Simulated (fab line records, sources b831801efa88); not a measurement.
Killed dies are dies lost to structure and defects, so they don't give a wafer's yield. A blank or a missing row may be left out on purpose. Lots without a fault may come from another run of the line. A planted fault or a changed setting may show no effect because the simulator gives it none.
Which tool did it? | flow gf180mcu | 14 lots, 42 wafers sampled, at 2 steps of a route of 602

WHAT THE GAUGES READ, wafer by wafer
GF_M2_CD_MEAS_14: target cd 280 nm. Usual: cd_nm 279.9 nm, standard deviation 1.3.
lot  | measured     | on        | cd_nm (nm)        | flag
L347 | day 19 13:05 | cd_sem-01 | 280.0 281.0 281.0 |
L350 | day 20 17:41 | cd_sem-02 | 278.9 278.5 279.2 |
L351 | day 21 05:45 | cd_sem-01 | 279.5 279.6 279.8 |
L352 | day 21 13:53 | cd_sem-01 | 279.7 278.8 279.5 |
L354 | day 21 21:14 | cd_sem-01 | 278.4 278.5 279.5 |
L353 | day 22 03:07 | cd_sem-02 | 279.0 280.9 280.9 |
L358 | day 23 14:40 | cd_sem-01 | 281.7 281.3 282.3 |
L360 | day 24 02:44 | cd_sem-02 | 279.2 279.5 279.0 |
L361 | day 24 05:14 | cd_sem-01 | 279.4 278.7 280.0 |
L362 | day 24 18:04 | cd_sem-01 | 281.7 282.5 282.2 |
L363 | day 25 00:32 | cd_sem-02 | 278.9 279.2 278.7 |
L365 | day 25 15:22 | cd_sem-02 | 278.2 280.6 280.6 |
L367 | day 26 07:05 | cd_sem-02 | 281.0 281.0 281.2 |
L369 | day 26 17:17 | cd_sem-02 | 279.5 279.4 279.1 |

WHICH TOOL RAN EACH LOT (tool, then ch and the chambers of the sampled wafers, then the start)
lot  | GF_POLY_GATE_DEVELOP_09
L347 | litho_track-01 ch 0, day 9 07:50
L350 | litho_track-02 ch 0, day 10 04:56
L351 | litho_track-02 ch 0, day 10 12:22
L352 | litho_track-02 ch 0, day 10 23:14
L354 | litho_track-01 ch 0, day 11 07:41
L353 | litho_track-02 ch 0, day 11 07:53
L358 | litho_track-02 ch 0, day 12 14:43
L360 | litho_track-02 ch 0, day 13 02:17
L361 | litho_track-02 ch 0, day 13 06:29
L362 | litho_track-01 ch 0, day 13 18:26
L363 | litho_track-01 ch 0, day 13 23:11
L365 | litho_track-01 ch 0, day 14 11:29
L367 | litho_track-01 ch 0, day 15 04:41
L369 | litho_track-03 ch 0, day 15 17:57
- GF_POLY_GATE_DEVELOP_09: develop time 60 s.

WHAT THE TOOLS THEMSELVES READ (means of the sampled wafers that have a number; where no wafer has one, the mark that the record gives instead)
GF_POLY_GATE_DEVELOP_09. Usual: developer_temp_C 20.99 C, standard deviation 0.094.
lot  | tool           | developer_temp_C (C) | flag
L347 | litho_track-01 | 21.02                |
L350 | litho_track-02 | 20.83                |
L351 | litho_track-02 | 20.94                |
L352 | litho_track-02 | 20.97                |
L354 | litho_track-01 | 21.08                |
L353 | litho_track-02 | 21.00                |
L358 | litho_track-02 | 21.83                | OFF
L360 | litho_track-02 | 21.76                | OFF
L361 | litho_track-02 | 21.82                | OFF
L362 | litho_track-01 | 21.00                |
L363 | litho_track-01 | 20.97                |
L365 | litho_track-01 | 21.19                |
L367 | litho_track-01 | 20.88                |
L369 | litho_track-03 | 20.91                |

THE ANSWER, worked out from the rows above alone
Rule: a lot is off if the mean of its wafers that have a number lies more than 3 standard deviations from the usual mean. A lot without any number at a reading at which 4 lots or more have one is off too. The other lots that the step has rows for count as sound. The gauges are gone through in route order, then the tools' own readings, and for those a lot's mean is taken as printed above. The first step at which some lot is off is used, and at that step the reading that is off furthest; a lot without a number counts as furthest.
Off: L358, L360, L361, at GF_POLY_GATE_DEVELOP_09 (developer_temp_C).
A tool fits if, at that step or a process step before it, it ran every lot that is off, and no sound lot after the first of them. One fits: litho_track-02 at GF_POLY_GATE_DEVELOP_09. Its last sound lot is L353 (day 11 07:53), its first lot that is off L358 (day 12 14:43): a fault that began between those two fits.
The tool's own readings at GF_POLY_GATE_DEVELOP_09 bear it out: on the lots that are off they differ by more than 5 times the standard deviation of the sound lots' means. developer_temp_C reads 21.80 C there against 20.98 C on the sound lots.

WHAT THE SIMULATOR HAD PUT IN
Process parameter drift: litho_track-02, from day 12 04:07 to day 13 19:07, at GF_POLY_GATE_DEVELOP_09. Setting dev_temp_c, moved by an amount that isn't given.
Lots struck among those shown: L358, L360, L361. The rule above found the same.
